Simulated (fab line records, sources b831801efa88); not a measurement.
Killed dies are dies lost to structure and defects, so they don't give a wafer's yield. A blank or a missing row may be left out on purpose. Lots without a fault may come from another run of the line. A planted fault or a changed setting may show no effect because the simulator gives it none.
Chamber matching | flow sfq_line | SFQ_TRILAYER_I7_CMP_CMP_184 on cmp-02: 4 sister chambers
The step polishes SiO2. 8 wafers are shown with their chamber, then 8 later ones without.

WAFERS WITH THEIR CHAMBER
wafer  | chamber | motor_current_A (A) | time_to_endpoint_s (s)
L248.6 | 3       | 11.3                | 210
L251.2 | 0       | 10.0                | 225
L251.1 | 3       | 11.4                | 212
L251.4 | 2       | 8.2                 | 220
L253.2 | 1       | 10.2                | 208
L253.5 | 1       | 10.0                | 216
L253.6 | 0       | 10.3                | 219
L256.3 | 2       | 7.5                 | 221

WAFERS WITHOUT THEIR CHAMBER
wafer  | motor_current_A (A) | time_to_endpoint_s (s)
L256.1 | 10.7                | 214
L256.4 | 10.3                | 210
L266.2 | 11.6                | 212
L266.4 | 7.8                 | 223
L266.6 | 11.5                | 224
L268.2 | 7.8                 | 210
L268.3 | 10.9                | 219
L268.5 | 8.2                 | 221

WHICH CHAMBER EACH WENT THROUGH
wafer  | from the rows above          | in truth
L256.1 | can't be placed: 1 or 3 or 0 | 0
L256.4 | 1                            | 1
L266.2 | 3                            | 3
L266.4 | 2                            | 2
L266.6 | can't be placed: 3 or 0      | 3
L268.2 | 2                            | 2
L268.3 | can't be placed: 3 or 0 or 1 | 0
L268.5 | 2                            | 2
Placed correctly: 5 of 8. Can't be placed from these rows: 3 (the true chamber is among the candidates in 3). Placed wrongly: 0.
How it was worked out, from the rows above alone: a wafer's distance from a chamber is the root of the sum, over the readings, of the square of ((its reading less the chamber's mean) divided by the reading's scatter). The wafer belongs to the nearest chamber; if the next one is less than 2 further off, it can't be placed. A chamber's mean is the mean of its shown wafers. The scatter: the root of (the sum of the squares of (reading less its chamber's mean) over the shown wafers, divided by (wafers less chambers)).
